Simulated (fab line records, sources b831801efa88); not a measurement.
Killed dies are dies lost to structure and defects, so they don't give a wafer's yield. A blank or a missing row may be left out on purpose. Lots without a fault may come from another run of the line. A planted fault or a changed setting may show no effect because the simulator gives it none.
A struck lot beside a sound one | flow sky130 | 15 steps out of a route of 708
Sound: wafers L514.4, L514.5, L514.6. Struck: wafers L526.2, L526.3, L526.4. The cause comes at the end.
At each step with rows: each side's tool, then ch and its chambers, then its first start. Under that, the readings that differ: sound wafers | struck wafers | difference of the means | sigmas: that difference in standard deviations of wafers without a fault.
alike: readings whose means differ by less than 2 such deviations, and words and numbers that are the same on both sides. not compared: withheld readings, readings that some wafer has no value for, bounds like >300 that may hide the same value, and numbers for which the record gives no deviation and whose values overlap.
The two part at a step that has a row with sigmas, a row that says differs or no value, or rows on one side only. Numbers that don't overlap but have no deviation are shown without sigmas and don't part them. A reading that every wafer of one side lacks parts them only if that side has two wafers or more.

first, 5 steps without rows for these wafers: SKY_CAP2M_COAT_07 (resist thk 1140 nm); SKY_CAP2M_SOFTBAKE_08 (time 60 s); SKY_CAP2M_EXPOSE_09 (exposes mask CAP2M, target cd 1000 nm); SKY_CAP2M_PEB_10; SKY_CAP2M_DEVELOP_11 (develop time 60 s).
SKY_CAP2M_OVL_MEAS_12:
  sound on overlay-02, day 41 13:14; struck on overlay-02, day 46 06:34
  alike: CAP2M_OVL
SKY_CAP2M_METAL_ETCH_13: etches TiN in Cl2/BCl3, stops on SiO2, target depth 220 nm, time 62.9 s.
  sound on rie_metal-03 ch 0,1, day 41 13:17; struck on rie_metal-01 ch 0,1, day 46 06:36
  alike: drypump_motor_current_A, oes_product_au, throttle_valve_pct
  not compared: rf_hours_counter_h
SKY_CAP2M_STRIP_14: strips in O2/N2.
  sound on plasma_asher-02 ch 0,1, day 41 13:22; struck on plasma_asher-01 ch 0,1, day 46 06:40
  alike: drypump_motor_current_A, oes_product_au, strip_time_to_endpoint_s
  not compared: rf_hours_counter_h
then, 4 steps without rows for these wafers: SKY_CAP2M_STRIP_15 (strips in post etch residue remover, time 1200 s); SKY_CAP2M_CLEAN_16 (cleans in IPA, time 180 s); SKY_CAP2M_CLEAN_17 (cleans in O3/DIW); SKY_METAL4_DEHYDRATE_05 (time 60 s).
SKY_METAL4_HMDS_06: prime time 60 s.
  sound on litho_track-03 ch 0, day 42 01:47; struck on litho_track-01 ch 0, day 46 17:08
  reading          | sound                | struck               | difference | sigmas
  prime_temp_c (C) | 119.98 119.75 119.88 | 114.70 114.87 114.80 | -5.08      | -34
then, 1 step without rows for these wafers: SKY_METAL4_COAT_07 (resist thk 60 nm).
-- the record jumps here: 4 days lie between the struck wafers' starts before and after (it left off in module METAL4 and takes up again in module PAD_OPEN, whose first step shown is number 708 of the route) --
SKY_PAD_OPEN_PROBE_99:
  sound on prober-02, day 46 09:34; struck on prober-02, day 50 11:25
  reading             | sound    | struck | difference | sigmas
  killed_at_front_end | 16 27 19 | 9 9 14 | -10        | -2
  alike: defect_limited_yield, killed_at_M0_to_M3, killed_at_M4_up, killed_at_contacts, killed_at_other, killed_dies, killed_open, killed_short, sort_bin_3_pad_short, sort_bin_5_function, sort_bin_6_memory, sort_n_pass, sort_yield_pct

WHERE THEY PART
First at SKY_METAL4_HMDS_06; last, within this record, at SKY_PAD_OPEN_PROBE_99.

WHY: what the simulator had put in
Process parameter drift: litho_track-01, from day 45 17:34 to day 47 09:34, at SKY_METAL4_HMDS_06. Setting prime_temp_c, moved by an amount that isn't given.
